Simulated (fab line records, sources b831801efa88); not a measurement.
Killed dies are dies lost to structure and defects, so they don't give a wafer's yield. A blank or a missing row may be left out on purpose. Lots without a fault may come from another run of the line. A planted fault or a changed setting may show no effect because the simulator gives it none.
One fault seen from 2 desks | flow sky130 | each desk has only its own numbers; what lay behind them comes last

THE TOOL OWNER'S DESK: rie_diel-02
The tool's own readings at SKY_POLY_GATE_ETCH_16 (etches Si3N4 in CH3F/O2, stops on poly-Si, time 147.5 s, target depth 75 nm): means of the sampled wafers that have a number, for each lot that ran on this tool. A lot is out of limits, marked OUT, if its mean lies more than 4 standard deviations from the usual mean; the brackets give that distance.
Columns: A = drypump_motor_current_A at SKY_POLY_GATE_ETCH_16, usual 5.7 A; B = oes_product_au at SKY_POLY_GATE_ETCH_16, usual 0.641 a.u.; C = run_length_s at SKY_POLY_GATE_ETCH_16, usual 175.8 s; D = throttle_valve_pct at SKY_POLY_GATE_ETCH_16, usual 10.535 %
lot  | first seen here | A   | B                | C                | D
L413 | day 20 22:38    | 5.9 | 0.658            | 172.8 (-6.1) OUT | 10.536
L414 | day 21 02:29    | 5.9 | 0.654            | 172.5 (-6.7) OUT | 10.543
L415 | day 21 16:40    | 6.0 | 0.671 (+5.6) OUT | 168.1 (-16) OUT  | 10.535
L424 | day 24 16:49    | 5.8 | 0.643            | 175.9            | 10.541
This desk's finding: out of limits on L413, L414, L415; first on L413, day 20 22:38 (run_length_s at SKY_POLY_GATE_ETCH_16). In limits: L424.

THE METROLOGY DESK
What the gauges read, lot by lot, whatever tool the lot ran on: means of the sampled wafers that have a number. A lot is out of limits, marked OUT, if its mean lies more than 4 standard deviations from the usual mean; the brackets give that distance.
Columns: A = POLY_GATE_CVD_03_THK at SKY_POLY_GATE_THK_MEAS_04, usual 75.3 nm; B = cd_nm at SKY_POLY_GATE_CD_MEAS_13, usual 150.1 nm; C = POLY_GATE_OVL at SKY_POLY_GATE_OVL_MEAS_14, usual 0 nm
lot  | first seen here | A    | B     | C
L403 | day 15 17:11    | 74.0 | 150.8 | 0
L413 | day 19 16:04    | 75.9 | 149.1 | 0
L414 | day 19 19:20    | 75.6 | 150.4 | -4
L415 | day 20 09:26    | 75.9 | 152.2 | 4
L419 | day 22 01:22    | 75.7 | 150.2 | -5
L422 | day 23 04:58    | 75.8 | 150.9 | -1
L424 | day 23 10:42    | 75.5 | 149.9 | 2
This desk's finding: nothing out of limits on any of the 7 lots.

PUT TOGETHER
The tool owner's desk could have raised an alarm at day 20 22:38, on L413, L414, L415.
The metrology desk saw nothing out of limits.
The metrology desk has L413, L414, L415 on record, within its limits.
Of the lots named, all ran SKY_POLY_GATE_ETCH_16 on rie_diel-02.

WHAT THE SIMULATOR HAD PUT IN
Process parameter drift: rie_diel-02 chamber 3, from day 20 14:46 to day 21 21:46, at SKY_POLY_GATE_ETCH_16. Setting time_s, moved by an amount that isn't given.
Lots struck among those shown: L413, L414, L415.
Hours from the fault's start to each desk's first reading out of limits: the tool owner's desk, 8.
